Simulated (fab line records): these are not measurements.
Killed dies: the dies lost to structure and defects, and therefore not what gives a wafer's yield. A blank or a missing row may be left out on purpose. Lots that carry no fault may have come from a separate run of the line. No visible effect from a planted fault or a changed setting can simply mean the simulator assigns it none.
fab line records -- flow sky130 -- part 2 of 2: steps 32 to 39 of 39
record lots=5, wafers=15, lastDay=49
route steps=708 shown VIA4@644 METAL5@661 PASSIVATION@681
lots that met no fault: taken from a fault-free run of the same line
startH: the number of hours between the record's first day and the start of the first shown wafer of the lot -- waitH: hours from the lot's prior step to this one -- " the same as in the row above -- L1.1+2: one row covering several wafers at once -- - no value, or no start given -- * or withheld: withheld -- < > ~ a bound
route shown NAME@n: names a module that has steps shown in the file, with the first one's number in the route -- usual: mean and standard deviation over wafers with no fault -- same: alike in all rows -- chamber/n: place in a boat -- sites: readings site by site -- _std_site: the standard deviation of these -- _edge_site: the outer-site mean with the inner-site mean subtracted -- radiusMm: for every site, how far away it sits from the centre of the wafer -- mask NAME#n: copy n -- behind: the tool/chamber that last shaped the wafer -- hold: why the lot was held/for how many hours/how that ended -- device: which transistor (n, p or np) failed to switch -- end of line: the tests these same wafers got at the end of their route -- a step with no rows: only its recipe -- killed: not the wafer's yield, but the dies lost to structure and defects at the first sort -- map: dies across one wafer; x = killed, . = not, _ = none there
set.NAME: the setting as run; set.NAME@STEP: as run at that earlier step -- model.NAME: the simulator's own value behind a step, which no gauge read
lots at selected steps of the route; one table per step, one row per wafer
services: when a tool's chamber went out of use (startH, in hours from the record's first day, below 0 if earlier), for how many hours, and the reason
## steps
# step SKY_METAL5_DESCUM_14
# recipe chemistry=O2, sourcePowerW=150, biasPowerW=0, pressureMtorr=10, tempC=40, timeS=11
# usual drypumpMotorCurrentA=6.0/0.44, oesProductAu=1.008/0.019
lot.wafer,tool,chamber,startH,waitH,drypumpMotorCurrentA,oesProductAu,rfHoursCounterH
L077.2,rieMetal-02,0,1049.09,0.1,5.3,0.974,13
L077.4,rieMetal-02,1,1049.09,0.1,5.7,1.014,-
L077.5,rieMetal-02,1,1049.09,0.1,5.7,1.018,-
L078.1,rieMetal-01,1,1056.24,0.1,6.5,0.978,16
L078.2,rieMetal-01,0,1056.24,0.1,6.1,0.997,18
L078.5,rieMetal-01,0,1056.24,0.1,6.1,0.998,-
L082.3,rieMetal-04,0,1082.48,0.1,5.5,1.012,-
L082.5,rieMetal-04,0,1082.48,0.1,5.5,1.014,-
L082.6,rieMetal-04,1,1082.48,0.1,6.4,1.026,-
L089.1,rieMetal-01,0,1128.34,0.1,6.1,0.992,24
L089.3,rieMetal-01,1,1128.34,0.1,6.5,0.985,-
L089.6,rieMetal-01,0,1128.34,0.1,6.2,0.988,-
L093.3,rieMetal-04,0,1143.94,0.1,5.5,1.030,-
L093.5,rieMetal-04,1,1143.94,0.1,6.4,1.028,-
L093.6,rieMetal-04,0,1143.94,0.1,5.5,1.026,-
# step SKY_METAL5_METAL_ETCH_15
# recipe targetDepthA=12600, stopOn=SiO2, overEtchFrac=0.2, timeS=252, chemistry=Cl2/BCl3, resistSidewallDeg=86, pressureMtorr=10, icpW=900, biasW=48.5, Cl2_flow_sccm=60, bcl3FlowSccm=30
# usual drypumpMotorCurrentA=6.0/0.44, oesProductAu=0.894/0.0048, throttleValvePct=22.264/0.0086
lot.wafer,tool,chamber,startH,waitH,drypumpMotorCurrentA,oesProductAu,rfHoursCounterH,throttleValvePct
L077.2,rieMetal-02,0,1049.12,0.0,5.3,0.891,13,22.262
L077.4,rieMetal-02,1,1049.12,0.0,5.7,0.895,-,22.270
L077.5,rieMetal-02,1,1049.12,0.0,5.7,0.888,-,22.263
L078.1,rieMetal-01,1,1056.27,0.0,6.5,0.896,16,22.268
L078.2,rieMetal-01,0,1056.27,0.0,6.1,0.898,18,22.256
L078.5,rieMetal-01,0,1056.27,0.0,6.1,0.887,-,22.256
L082.3,rieMetal-04,0,1082.58,0.1,5.5,0.895,-,22.257
L082.5,rieMetal-04,0,1082.58,0.1,5.5,0.882,-,22.263
L082.6,rieMetal-04,1,1082.58,0.1,6.4,0.897,-,22.259
L089.1,rieMetal-01,0,1128.37,0.0,6.1,0.889,24,22.277
L089.3,rieMetal-01,1,1128.37,0.0,6.5,0.891,-,22.243
L089.6,rieMetal-01,0,1128.37,0.0,6.1,0.897,-,22.264
L093.3,rieMetal-04,0,1144.04,0.1,5.5,0.896,-,22.267
L093.5,rieMetal-04,1,1144.04,0.1,6.4,0.896,-,22.257
L093.6,rieMetal-04,0,1144.04,0.1,5.5,0.904,-,22.276
# step SKY_METAL5_STRIP_16
# recipe chemistry=O2/N2, powerW=1400, pressureMtorr=1500, platenTempC=withheld, o2FlowSccm=3000, n2FlowSccm=300, overashFraction=0.5
# usual drypumpMotorCurrentA=5.5/0.37, oesProductAu=0.710/0.0046, stripTimeToEndpointS=12.99/0.25
lot.wafer,tool,chamber,startH,waitH,drypumpMotorCurrentA,oesProductAu,rfHoursCounterH,stripTimeToEndpointS
L077.2,plasmaAsher-02,1,1049.36,0.2,5.2,0.705,92,13.21
L077.4,plasmaAsher-02,1,1049.36,0.2,5.3,0.710,-,12.83
L077.5,plasmaAsher-02,1,1049.36,0.2,5.2,0.710,-,12.84
L078.1,plasmaAsher-02,1,1056.51,0.2,5.3,0.718,93,13.26
L078.2,plasmaAsher-02,0,1056.51,0.2,5.6,0.706,93,13.25
L078.5,plasmaAsher-02,0,1056.51,0.2,5.6,0.706,-,13.21
L082.3,plasmaAsher-02,0,1082.77,0.1,5.7,0.717,-,12.82
L082.5,plasmaAsher-02,0,1082.77,0.1,5.7,0.708,-,12.79
L082.6,plasmaAsher-02,1,1082.77,0.1,5.2,0.705,-,12.75
L089.1,plasmaAsher-04,0,1128.61,0.2,5.9,0.714,38,13.12
L089.3,plasmaAsher-04,1,1128.61,0.2,5.0,0.713,-,13.26
L089.6,plasmaAsher-04,1,1128.61,0.2,5.0,0.708,-,13.16
L093.3,plasmaAsher-04,0,1144.23,0.1,6.0,0.711,-,12.72
L093.5,plasmaAsher-04,0,1144.23,0.1,6.0,0.710,-,12.85
L093.6,plasmaAsher-04,1,1144.23,0.1,5.0,0.705,-,12.77
# step SKY_METAL5_STRIP_17
# recipe chemistry=postEtchResidueRemover, timeS=1200, tempC=73.7
# usual bathHeatDutyPct=14.8/1.2
lot.wafer,tool,chamber,startH,waitH,bathHeatDutyPct
L077.2,wetBench-03,0,1049.46,0.1,14.3
L077.4,wetBench-03,0,1049.46,0.1,14.7
L077.5,wetBench-03,0,1049.46,0.1,14.8
L078.1,wetBench-04,2,1056.61,0.1,15.7
L078.2,wetBench-04,2,1056.61,0.1,16.4
L078.5,wetBench-04,2,1056.61,0.1,16.0
L082.3,wetBench-02,1,1082.84,0.0,14.6
L082.5,wetBench-02,1,1082.84,0.0,15.2
L082.6,wetBench-02,1,1082.84,0.0,13.8
L089.1,wetBench-03,2,1128.71,0.1,16.4
L089.3,wetBench-03,2,1128.71,0.1,16.1
L089.6,wetBench-03,2,1128.71,0.1,14.0
L093.3,wetBench-02,2,1144.29,0.0,13.6
L093.5,wetBench-02,2,1144.29,0.0,13.8
L093.6,wetBench-02,2,1144.29,0.0,14.4
# step SKY_METAL5_CLEAN_18
# recipe chemistry=IPA, timeS=180, tempC=25
# usual bathHeatDutyPct=6.3/0.68
lot.wafer,tool,chamber,startH,waitH,bathHeatDutyPct
L077.2,wetBench-02,1,1049.80,0.0,6.5
L077.4,wetBench-02,1,1049.80,0.0,6.5
L077.5,wetBench-02,1,1049.80,0.0,6.0
L078.1,wetBench-02,3,1056.98,0.0,5.4
L078.2,wetBench-02,3,1056.98,0.0,5.7
L078.5,wetBench-02,3,1056.98,0.0,4.7
L082.3,wetBench-03,0,1083.21,0.0,6.3
L082.5,wetBench-03,0,1083.21,0.0,7.0
L082.6,wetBench-03,0,1083.21,0.0,6.9
L089.1,wetBench-03,3,1129.05,0.0,6.7
L089.3,wetBench-03,3,1129.05,0.0,6.6
L089.6,wetBench-03,3,1129.05,0.0,5.9
L093.3,wetBench-04,0,1144.64,0.0,5.8
L093.5,wetBench-04,0,1144.64,0.0,5.7
L093.6,wetBench-04,0,1144.64,0.0,5.4
# step SKY_METAL5_CLEAN_19
# recipe chemistry=O3/DIW, dry=n2Spin
lot.wafer,tool,chamber,startH,waitH
L077.2+4+5,wetBench-03,0,1049.86,0.0
L078.1+2+5,wetBench-02,1,1057.04,0.0
L082.3+5+6,wetBench-02,1,1083.28,0.0
L089.1+3+6,wetBench-02,3,1129.11,0.0
L093.3+5+6,wetBench-04,2,1144.70,0.0
# step SKY_PASSIVATION_CVD_00
# recipe material=SiO2, targetThkNm=90, tempC=400, timeS=withheld, rfW=600
# usual heaterPowerW=705/110
lot.wafer,tool,chamber,startH,waitH,heaterPowerW
L077.2,pecvd-02,0,1049.95,0.0,561
L077.4,pecvd-02,2,1049.95,0.0,755
L077.5,pecvd-02,0,1049.95,0.0,563
L078.1,pecvd-02,0,1057.13,0.0,556
L078.2,pecvd-02,2,1057.13,0.0,732
L078.5,pecvd-02,0,1057.13,0.0,541
L082.3,pecvd-01,2,1083.38,0.0,822
L082.5,pecvd-01,0,1083.38,0.0,892
L082.6,pecvd-01,1,1083.38,0.0,701
L089.1,pecvd-01,0,1129.20,0.0,889
L089.3,pecvd-01,1,1129.20,0.0,690
L089.6,pecvd-01,1,1129.20,0.0,568
L093.3,pecvd-01,1,1144.80,0.0,673
L093.5,pecvd-01,0,1144.80,0.0,839
L093.6,pecvd-01,2,1144.80,0.0,827
# step SKY_PASSIVATION_THK_MEAS_01
# recipe reads=SiO2_of_PASSIVATION_CVD_00
# usual PASSIVATION_CVD_00_THK=89.9/1.2
lot.wafer,tool,chamber,startH,waitH,PASSIVATION_CVD_00_THK[nm]
L077.2,filmMetro-02,-,1049.99,-,89.4
L077.4,filmMetro-02,-,1049.99,-,90.9
L077.5,filmMetro-02,-,1049.99,-,89.5
L078.1,filmMetro-04,-,1057.15,-,88.0
L078.2,filmMetro-04,-,1057.15,-,88.3
L078.5,filmMetro-04,-,1057.15,-,88.8
L082.3,filmMetro-04,-,1083.42,-,90.8
L082.5,filmMetro-04,-,1083.42,-,90.1
L082.6,filmMetro-04,-,1083.42,-,91.7
L089.1,filmMetro-02,-,1129.22,-,88.5
L089.3,filmMetro-02,-,1129.22,-,90.2
L089.6,filmMetro-02,-,1129.22,-,92.7
L093.3,filmMetro-04,-,1144.84,-,89.8
L093.5,filmMetro-04,-,1144.84,-,90.7
L093.6,filmMetro-04,-,1144.84,-,92.4
## services
tool,chamber,startH,hours,kind
ilineStepper-01,-,990.23,1.7,pm
rieDiel-01,2,996.62,12.7,repair
pecvd-01,-,997.15,2.5,repair
plasmaAsher-02,-,997.67,5.9,repair
ilineStepper-02,-,999.08,4.4,pm
pvdSputter-01,-,1007.24,0.7,repair
rieMetal-01,1,1009.97,11.8,repair
pvdSputter-02,-,1012.24,4.2,repair
cmp-02,-,1017.92,1.8,repair
pvdSputter-02,-,1036.83,2.9,repair
plasmaAsher-04,-,1052.34,10.4,repair
ilineStepper-01,-,1077.29,2.1,pm
pvdSputter-02,-,1079.05,4.1,repair
wetBench-03,-,1098.84,0.8,repair
cmp-02,-,1099.38,2.0,repair
plasmaAsher-02,-,1110.91,3.2,repair
cvdW-01,0,1113.81,2.0,repair
rieMetal-04,0,1119.78,14.7,repair
rieMetal-01,1,1132.89,3.9,repair
rieMetal-01,0,1133.64,3.7,repair
pecvd-01,-,1137.12,1.3,repair
pvdSputter-02,-,1137.35,3.4,repair
ilineStepper-01,-,1141.60,0.8,repair
pecvd-01,-,1143.62,0.2,repair
